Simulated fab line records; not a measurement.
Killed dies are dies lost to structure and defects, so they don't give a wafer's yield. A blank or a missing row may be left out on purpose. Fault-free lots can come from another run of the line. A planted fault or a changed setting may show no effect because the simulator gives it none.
Chamber matching :: flow gf180mcu :: 3 sister chambers for GF_V4_CVD_02 on pecvd-01
The step deposits SiO2 from TEOS, target thk 850 nm, time 94.851 s. 6 wafers are shown with their chamber, then 7 later ones without.

== EACH WAFER AND ITS CHAMBER ==
wafer: L658.1
chamber: 2
heater_power_w (W): 639

wafer: L658.5
chamber: 0
heater_power_w (W): 601

wafer: L663.5
chamber: 2
heater_power_w (W): 587

wafer: L663.6
chamber: 1
heater_power_w (W): 569

wafer: L672.2
chamber: 1
heater_power_w (W): 699

wafer: L672.3
chamber: 0
heater_power_w (W): 654

== WAFERS MISSING THEIR CHAMBER ==
wafer: L672.5
heater_power_w (W): 719

wafer: L675.3
heater_power_w (W): 658

wafer: L675.4
heater_power_w (W): 707

wafer: L675.6
heater_power_w (W): 765

wafer: L676.2
heater_power_w (W): 681

wafer: L676.4
heater_power_w (W): 752

wafer: L676.5
heater_power_w (W): 581

== CHAMBER TAKEN BY EACH ==
wafer: L672.5
from the rows above: can't be placed: 1 or 0 or 2
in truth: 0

wafer: L675.3
from the rows above: can't be placed: 1 or 0 or 2
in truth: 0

wafer: L675.4
from the rows above: can't be placed: 1 or 0 or 2
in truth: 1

wafer: L675.6
from the rows above: can't be placed: 1 or 0 or 2
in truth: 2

wafer: L676.2
from the rows above: can't be placed: 1 or 0 or 2
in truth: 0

wafer: L676.4
from the rows above: can't be placed: 1 or 0 or 2
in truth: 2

wafer: L676.5
from the rows above: can't be placed: 2 or 0 or 1
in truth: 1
0 of 7 placed correctly. Can't be placed from these rows: 7 (the true chamber is among the candidates in 7). Placed wrongly: 0.
How it was worked out, from the rows above alone: a wafer's distance from a chamber is the root of the sum, over the readings, of the square of ((its reading less the chamber's mean) divided by the reading's scatter). If the next closest chamber is less than 2 further off than the closest, the wafer can't be placed; otherwise it belongs to the closest. For every chamber, the mean is computed from those of its wafers that are shown. How the scatter is found: for the shown wafers, subtract from each reading the mean of its chamber, square and add these, divide the total by (wafers less chambers), then take the root.
